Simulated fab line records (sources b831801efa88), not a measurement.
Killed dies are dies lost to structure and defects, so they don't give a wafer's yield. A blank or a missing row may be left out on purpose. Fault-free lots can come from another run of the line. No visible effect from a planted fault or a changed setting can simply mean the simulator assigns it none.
A single fault, viewed from 2 desks / flow sky130 / only its own numbers are on each desk; what lay behind them is given at the end

== THE TOOL OWNER'S DESK: implanter-03 ==
The tool's own readings at SKY_LDD_LDN_IMPLANT_09, given as means over the sampled wafers that have a number, one for each lot that went through this tool. Marked OUT: a lot whose mean sits more than 4 standard deviations from the usual mean, which makes it out of limits; the brackets give that distance.
Columns: A = dose-ions-cm2 at SKY_LDD_LDN_IMPLANT_09, usual 1.2499e+13; B = end-station-pressure-torr at SKY_LDD_LDN_IMPLANT_09, usual 5.04e-06 Torr; C = faraday-current-uA at SKY_LDD_LDN_IMPLANT_09, usual 70.8
lot=L619; first seen here=day 22 22:53; A=1.2489e+13; B=5.00e-06; C=71.9
lot=L620; first seen here=day 23 05:16; A=1.2504e+13; B=5.24e-06; C=67.8
lot=L622; first seen here=day 24 04:47; A=4.5263e+12 (-99 or more) OUT; B=5.02e-06; C=26.0 (-30) OUT
lot=L625; first seen here=day 25 15:28; A=4.5223e+12 (-99 or more) OUT; B=4.80e-06; C=25.8 (-30) OUT
lot=L633; first seen here=day 29 19:43; A=1.2497e+13; B=5.26e-06; C=69.2
lot=L634; first seen here=day 29 21:07; A=1.2499e+13; B=5.18e-06; C=71.2
lot=L636; first seen here=day 30 10:19; A=1.2508e+13; B=5.18e-06; C=71.6
lot=L638; first seen here=day 31 03:52; A=1.2490e+13; B=4.95e-06; C=71.6
This desk finds L622, L625 out of limits, L622 being first, at day 24 04:47 (dose-ions-cm2 at SKY_LDD_LDN_IMPLANT_09). L619, L620, L633, L634, L636, L638: within limits.

== METROLOGY DESK ==
What the gauges read, lot by lot, whatever tool the lot ran on: means of the sampled wafers that have a number. Marked OUT: a lot whose mean sits more than 4 standard deviations from the usual mean, which makes it out of limits; the brackets give that distance.
Columns: A = LDD_N_OVL at SKY_LDD_N_OVL_MEAS_07, usual -1.2 nm; B = LDD_P_TW at SKY_LDD_P_TW_MEAS_11, usual 634; C = LDD_LDN_TW at SKY_LDD_LDN_TW_MEAS_13, usual 1469
lot=L617; first seen here=day 17 01:23; A=0.8; B=635; C=1460
lot=L619; first seen here=day 17 18:06; A=-0.8; B=637; C=1463
lot=L620; first seen here=day 18 02:04; A=0.1; B=636; C=1466
lot=L622; first seen here=day 19 00:29; A=-0.2; B=639; C=1395 (-9.0) OUT
lot=L625; first seen here=day 20 16:04; A=-0.9; B=639; C=1383 (-10) OUT
lot=L632; first seen here=day 24 06:59; A=-0.0; B=632; C=1470
lot=L633; first seen here=day 25 00:44; A=-2.4; B=635; C=1480
lot=L634; first seen here=day 25 01:02; A=-3.3; B=630; C=1461
lot=L636; first seen here=day 25 15:34; A=-2.2; B=631; C=1478
lot=L638; first seen here=day 26 12:46; A=-2.0; B=632; C=1463
lot=L637; first seen here=day 26 13:56; A=-1.4; B=636; C=1466
lot=L639; first seen here=day 26 20:47; A=-3.0; B=634; C=1477
This desk's finding: out of limits on L622, L625; first on L622, day 24 05:19 (LDD_LDN_TW at SKY_LDD_LDN_TW_MEAS_13). L617, L619, L620, L632, L633, L634, L636, L638, L637, L639: within limits.

== PUT TOGETHER ==
On L622, L625, at day 24 04:47, an alarm was possible from the tool owner's desk.
At day 24 05:19 the metrology desk could have sounded an alarm, on L622, L625.
SKY_LDD_LDN_IMPLANT_09 was run on implanter-03 by each of the lots named.

== WHAT THE SIMULATOR HAD PUT IN ==
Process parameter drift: implanter-03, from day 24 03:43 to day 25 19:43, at SKY_LDD_LDN_IMPLANT_09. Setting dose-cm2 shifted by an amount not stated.
Struck lots among those shown: L622, L625.
Hours from the fault's start to each desk's first reading out of limits: the tool owner's desk, 1; the metrology desk, 2.
